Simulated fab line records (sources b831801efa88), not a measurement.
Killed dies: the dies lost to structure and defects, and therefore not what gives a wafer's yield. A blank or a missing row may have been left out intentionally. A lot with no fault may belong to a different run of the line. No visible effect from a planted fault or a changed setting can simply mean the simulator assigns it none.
Problem report in the 8D (eight disciplines) form, filled by code	flow sky130	the parts of the form that need people (team, actions taken, sign-off) are left out

## 1. THE PROBLEM
At SKY_POLY_CUT_ETCH_10, runLengthS averages 77.3 s over 6 wafers from 3 lots, while fault-free wafers read 74.2 s, standard deviation 0.39. Measured from the usual mean, that is +7.9 standard deviations.
The step: etches BARC in N2/H2, stops on SiO2, time 45.9 s, target depth 60 nm.
Earliest sighting: wafer L692.4 on rieDiel-03 at day 30 23:40. The record holds 19 wafers of 7 lots with a number at this step. The rule behind "out" and "out of limits": a value lying over 4 standard deviations away from the usual mean. All remaining wafers that have a number are taken as sound.

## 2. WHAT IT IS; WHAT IT IS NOT
question	is	is not
which readings at this step	runLengthS	biasW, drypumpMotorCurrentA
which lots	L692, L693, L694	L674, L677, L680, L681
which wafers of those lots	L692.4, L692.5, L693.4, L693.5, L694.4, L694.5	L693.2
read on which tools	rieDiel-03	rieDiel-01, rieDiel-02
when	from day 30 23:40	up to then (12 sound wafers); but 1 sound wafer of L693 came after

## 3. SUSPECTS, AND WHAT RULES EACH OUT
Counting: a tool at a process step up to the reading stays a suspect if it ran every lot that is out. Sound lots after the first of them don't rule it out here, since some wafers of a struck lot are sound.
- rieDiel-03 at SKY_POLY_CUT_ETCH_10 (etches BARC in N2/H2, stops on SiO2, time 45.9 s, target depth 60 nm): kept. Every lot that is out went through it, the first being L692 (day 30 23:40); the last sound lot it ran before that was L681 (day 27 17:07). Its own runLengthS readings are out on those wafers.
The count leaves rieDiel-03 at SKY_POLY_CUT_ETCH_10.

## 4. THE CAUSE (what the simulator had put in)
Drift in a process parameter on rieDiel-03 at SKY_POLY_CUT_ETCH_10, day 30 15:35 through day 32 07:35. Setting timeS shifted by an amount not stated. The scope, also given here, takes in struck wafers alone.
After counting, this tool was the only one left.

## 5. SEQUENCE OF EFFECTS, ordered by route
One row per reading whose mean, taken over the struck wafers that have a number, lies over 3 standard deviations from the usual. Only readings whose record carries a usual standard deviation are examined. hours: median over the lots of the time between each lot's start at the first step of this table that gives one and its start at this step. sigmas: the change, counted in usual standard deviations.
hours	step	reading	usual	on struck wafers	change	sigmas
0	SKY_POLY_CUT_ETCH_10	oesProductAu	0.854 a.u.	0.829	-0.025	-5.2
0	SKY_POLY_CUT_ETCH_10	runLengthS	74.2 s	77.3	+3.1	+7.9
Here are the process steps it includes:
- SKY_POLY_CUT_ETCH_10: etches BARC in N2/H2, stops on SiO2, time 45.9 s, target depth 60 nm.

## 6. HOW IT WOULD HAVE BEEN CAUGHT EARLIER
8 hours passed between the start of the fault at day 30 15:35 and the first reading out of limits in this record, taken at day 30 23:40.
